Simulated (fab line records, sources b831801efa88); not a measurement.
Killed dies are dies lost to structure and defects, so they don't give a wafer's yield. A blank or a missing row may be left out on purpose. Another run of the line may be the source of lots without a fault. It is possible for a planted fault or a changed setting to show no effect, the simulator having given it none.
A lot that was struck, set against a sound lot | flow gf180mcu | 26 out of 602 route steps
Sound: the wafers L577.2, L577.3, L577.5. Wafers L579.1, L579.4, L579.6 were the ones struck. The cause is named last.
For every step that has rows: the tool of each side, followed by ch and its chambers, followed by its first start. Under that, the readings that differ: sound wafers | struck wafers | difference of the means | sigmas: that difference in standard deviations of wafers without a fault.
alike: readings whose means differ by less than 2 such deviations, and words and numbers that are the same on both sides. not compared: withheld readings, readings that some wafer has no value for, bounds like >300 that may hide the same value, and numbers for which the record gives no deviation and whose values overlap.
A row with sigmas, a row that says differs or no value, or rows on one side alone: a step with any of these is where the two part. Non-overlapping numbers with no deviation appear without sigmas and do not part them. Lack of a reading on every wafer of one side parts them only where that side has two or more wafers.

GF_MVSD_STRIP_10: strips in O2/N2.
  sound on plasma-asher-03 ch 0,1, day 6 09:20; struck on plasma-asher-02 ch 0,1, day 7 01:52
  alike: chamber-pressure-mTorr, drypump-motor-current-A, heater-power-w, oes-product-au, platen-temp-c, strip-time-to-endpoint-s
  not compared: rf-hours-counter-h
GF_MVSD_TW_MEAS_11:
  struck on film-metro-04, day 7 01:58; sound on film-metro-02, day 6 09:26
  alike: MVSD_TW
then, 7 steps without rows for these wafers: GF_MVPSD_DEHYDRATE_00 (time 60 s); GF_MVPSD_HMDS_01 (prime time 60 s); GF_MVPSD_COAT_02 (resist thk 3000 nm); GF_MVPSD_SOFTBAKE_03; GF_MVPSD_EXPOSE_04 (exposes mask MVPSD, target cd 1000 nm); GF_MVPSD_PEB_05; GF_MVPSD_DEVELOP_06 (develop time 60 s).
GF_MVPSD_OVL_MEAS_07:
  struck on overlay-02, day 7 17:40; sound on overlay-01, day 7 00:34
  alike: MVPSD_OVL
then, 2 steps without rows for these wafers: GF_MVPSD_IMPLANT_08; GF_MVPSD_IMPLANT_09.
GF_MVPSD_STRIP_10: strips in O2/N2.
  sound on plasma-asher-02 ch 0,1, day 7 00:53; struck on plasma-asher-01 ch 1, day 7 18:01
  no value came back on the struck wafers for any of 7 readings (chamber-pressure-mTorr (mTorr), drypump-motor-current-A (A) and others); on the sound wafers chamber-pressure-mTorr (mTorr) reads 1500.6 1499.2 1499.4
  reading                                 | sound | struck         | difference | sigmas
  model.coat_of_MVPSD_COAT_02.thk-nm (nm) | 0 0 0 | 3005 3002 3004 | +3004      |
  not compared: rf-hours-counter-h
GF_MVPSD_TW_MEAS_11:
  struck on film-metro-02, day 7 18:07; sound on film-metro-01, day 7 01:00
  alike: MVPSD_TW
then, 7 steps without rows for these wafers: GF_VT_IMPLANT_DEHYDRATE_00 (time 60 s); GF_VT_IMPLANT_HMDS_01 (prime time 60 s); GF_VT_IMPLANT_COAT_02 (resist thk 1000 nm); GF_VT_IMPLANT_SOFTBAKE_03 (time 60 s); GF_VT_IMPLANT_EXPOSE_04 (exposes mask LVPWELL LV AREA, target cd 600 nm); GF_VT_IMPLANT_PEB_05; GF_VT_IMPLANT_DEVELOP_06 (develop time 60 s).
GF_VT_IMPLANT_OVL_MEAS_07:
  struck on overlay-01, day 8 10:37; sound on overlay-02, day 7 16:40
  alike: VT_IMPLANT_OVL
then, 1 step without rows for these wafers: GF_VT_IMPLANT_IMPLANT_08.
GF_VT_IMPLANT_STRIP_09: strips in O2/N2.
  sound on plasma-asher-01 ch 0,1, day 7 16:50; struck on plasma-asher-03 ch 0,1, day 8 10:49
  reading                      | sound             | struck            | difference | sigmas
  heater-power-w (W)           | 313 291 305       | 379 367 335       | +57        | +2
  oes-product-au (a.u.)        | 0.717 0.708 0.713 | 0.725 0.723 0.733 | +0.014     | +3
  strip-time-to-endpoint-s (s) | 12.65 12.63 12.64 | 57.29 57.18 57.24 | +44.60     | +99 or more
  alike: chamber-pressure-mTorr, drypump-motor-current-A, platen-temp-c
  not compared: rf-hours-counter-h
GF_VT_IMPLANT_TW_MEAS_10:
  struck on film-metro-04, day 8 11:08; sound on film-metro-04, day 7 16:57
  reading       | sound       | struck   | difference | sigmas
  VT_IMPLANT_TW | 560 560 560 | 30 30 30 | -530       | -99 or more
  not compared: hold
GF_PASSIVATION_PROBE_99:
  the record has rows for the sound wafers here (prober-02, day 31 12:11) and none for the struck ones

## WHERE THEY PART
Earliest at GF_MVPSD_STRIP_10; latest, in this record, at GF_PASSIVATION_PROBE_99.

WHY: whatever the simulator had introduced
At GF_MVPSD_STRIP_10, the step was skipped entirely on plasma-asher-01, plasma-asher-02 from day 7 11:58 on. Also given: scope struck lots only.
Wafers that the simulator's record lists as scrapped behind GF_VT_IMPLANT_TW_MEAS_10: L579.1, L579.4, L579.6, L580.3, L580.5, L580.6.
